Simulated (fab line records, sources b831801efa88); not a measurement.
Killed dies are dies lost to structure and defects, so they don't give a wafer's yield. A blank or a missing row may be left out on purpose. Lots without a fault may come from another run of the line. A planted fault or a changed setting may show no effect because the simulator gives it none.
A struck lot beside a sound one | flow sky130 | 31 steps out of a route of 708
Sound: wafers L888.2, L888.4, L888.5. Struck: wafers L891.1, L891.2, L891.4. The cause comes at the end.
At each step with rows: each side's tool, then ch and its chambers, then its first start. Under that, the readings that differ: sound wafers | struck wafers | difference of the means | sigmas: that difference in standard deviations of wafers without a fault.
alike: readings whose means differ by less than 2 such deviations, and words and numbers that are the same on both sides. not compared: withheld readings, readings that some wafer has no value for, bounds like >300 that may hide the same value, and numbers for which the record gives no deviation and whose values overlap.
The two part at a step that has a row with sigmas, a row that says differs or no value, or rows on one side only. Numbers that don't overlap but have no deviation are shown without sigmas and don't part them. A reading that every wafer of one side lacks parts them only if that side has two wafers or more.

first, 1 step without rows for these wafers: SKY_PWDE_IMPLANT_08.
SKY_PWDE_STRIP_09: strips in O2/N2.
  sound on plasma_asher-01 ch 1, day 5 22:19; struck on plasma_asher-03 ch 0,1, day 6 19:19
  alike: chamber_pressure_mTorr, drypump_motor_current_A, oes_product_au, strip_time_to_endpoint_s
  not compared: rf_hours_counter_h
SKY_PWDE_TW_MEAS_10:
  sound on film_metro-04, day 5 22:25; struck on film_metro-04, day 6 19:25
  alike: PWDE_TW
then, 7 steps without rows for these wafers: SKY_NWELL_DEHYDRATE_03 (time 60 s); SKY_NWELL_HMDS_04 (prime time 60 s); SKY_NWELL_COAT_05 (resist thk 3000 nm); SKY_NWELL_SOFTBAKE_06; SKY_NWELL_EXPOSE_07 (exposes mask NWM, target cd 840 nm); SKY_NWELL_PEB_08; SKY_NWELL_DEVELOP_09 (develop time 60 s).
SKY_NWELL_OVL_MEAS_10:
  sound on overlay-02, day 6 16:30; struck on overlay-01, day 7 14:25
  alike: NWELL_00_OVL
then, 1 step without rows for these wafers: SKY_NWELL_IMPLANT_11.
SKY_NWELL_IMPLANT_12:
  sound on implanter-02 ch 0, day 6 16:42; struck on implanter-02 ch 0, day 7 14:35
  reading            | sound                            | struck                           | difference  | sigmas
  dose_ions_cm2      | 1.2997e+12 1.2989e+12 1.2997e+12 | 1.9939e+12 1.9917e+12 1.9924e+12 | +6.9323e+11 | +99 or more
  faraday_current_uA | 7.24 7.45 7.13                   | 10.63 11.22 11.70                | +3.91       | +28
then, 1 step without rows for these wafers: SKY_NWELL_IMPLANT_13.
SKY_NWELL_STRIP_14: strips in O2/N2.
  sound on plasma_asher-04 ch 0,1, day 6 16:59; struck on plasma_asher-03 ch 0,1, day 7 14:53
  alike: chamber_pressure_mTorr, drypump_motor_current_A, oes_product_au, strip_time_to_endpoint_s
  not compared: rf_hours_counter_h
SKY_NWELL_TW_MEAS_15:
  sound on film_metro-04, day 6 17:06; struck on film_metro-04, day 7 14:59
  alike: NWELL_TW
then, 7 steps without rows for these wafers: SKY_NWELL_DEHYDRATE_16 (time 60 s); SKY_NWELL_HMDS_17 (prime time 60 s); SKY_NWELL_COAT_18 (resist thk 3000 nm); SKY_NWELL_SOFTBAKE_19; SKY_NWELL_EXPOSE_20 (exposes mask NWM COMPLEMENT, target cd 840 nm); SKY_NWELL_PEB_21; SKY_NWELL_DEVELOP_22 (develop time 60 s).
SKY_NWELL_OVL_MEAS_23:
  sound on overlay-02, day 7 11:53; struck on overlay-02, day 8 11:46
  alike: NWELL_01_OVL
then, 1 step without rows for these wafers: SKY_NWELL_IMPLANT_24.
SKY_NWELL_STRIP_25: strips in O2/N2.
  sound on plasma_asher-02 ch 0,1, day 7 12:04; struck on plasma_asher-04 ch 0,1, day 8 11:58
  alike: chamber_pressure_mTorr, drypump_motor_current_A, oes_product_au, strip_time_to_endpoint_s
  not compared: rf_hours_counter_h
SKY_NWELL_TW_MEAS_26:
  sound on film_metro-04, day 7 12:10; struck on film_metro-03, day 8 12:04
  alike: NWELL_2_TW
then, 1 step without rows for these wafers: SKY_NWELL_CLEAN_27 (cleans in SC1/SC2, time 150 s).
SKY_NWELL_RTA_28: time 30 s.
  sound on rtp_anneal-02 ch 0, day 7 12:17; struck on rtp_anneal-01 ch 0, day 8 12:10
  reading            | sound             | struck            | difference | sigmas
  lamp_power_pct (%) | 25.33 25.32 25.44 | 25.31 25.18 25.28 | -0.11      | -2
  alike: chamber_o2_ppm, wafer_temp_C_max
SKY_NWELL_RS_MEAS_29: measures by four-point-probe.
  sound on film_metro-02, day 7 12:23; struck on film_metro-02, day 8 12:16
  reading           | sound             | struck            | difference | sigmas
  NWELL_RS (ohm/sq) | 622.9 623.3 624.3 | 607.4 607.8 607.3 | -16.0      | -11
-- the record jumps here: 40 days lie between the struck wafers' starts before and after (it left off in module NWELL and takes up again in module PAD_OPEN, whose first step shown is number 708 of the route) --
SKY_PAD_OPEN_PROBE_99:
  sound on prober-01, day 48 02:41; struck on prober-02, day 48 23:56
  reading                                  | sound                | struck              | difference | sigmas
  model.etest.pfet_g5v0d10v5.r_on_ohm_um   | 4764 4688 4710       | 4932 5044 5007      | +274       |
  model.etest.tip_p.rs_ohm_sq              | 6781 6873 6786       | 7162 7138 7096      | +319       |
  model.etest.tip_p_5v.rs_ohm_sq           | 2847 2844 2834       | 2966 2966 2972      | +126       |
  model.etest.pfet_g5v0d10v5.drive_ua_um   | 337.9 346.4 344.9    | 324.7 318 318.5     | -22.7      |
  model.etest.pfet_01v8_lvt.drive_ua_um    | 175.7 178.5 179.2    | 162.9 162.6 162.7   | -15.1      |
  model.etest.pfet_16v.drive_ua_um         | 245.4 248.1 246.3    | 231.3 231.4 233.2   | -14.6      |
  model.etest.pfet_01v8_lvt.off_log10_a_um | -8.859 -8.523 -8.798 | -10.36 -10.3 -10.48 | -1.65      |
  model.etest.ring_5v.delay_ps             | 45.2 44.19 44.41     | 45.38 45.7 45.68    | +0.99      |
  alike: killed_at_M0_to_M3, killed_at_M4_up, killed_at_contacts, killed_at_front_end, killed_at_other, killed_dies, killed_open, killed_short

WHERE THEY PART
First at SKY_NWELL_IMPLANT_12; last, within this record, at SKY_NWELL_RS_MEAS_29. Later steps at which nothing parts them and some readings are alike: SKY_PAD_OPEN_PROBE_99.

WHY: what the simulator had put in
Process parameter drift: implanter-02, from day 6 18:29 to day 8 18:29, at SKY_NWELL_IMPLANT_12. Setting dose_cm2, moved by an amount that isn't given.
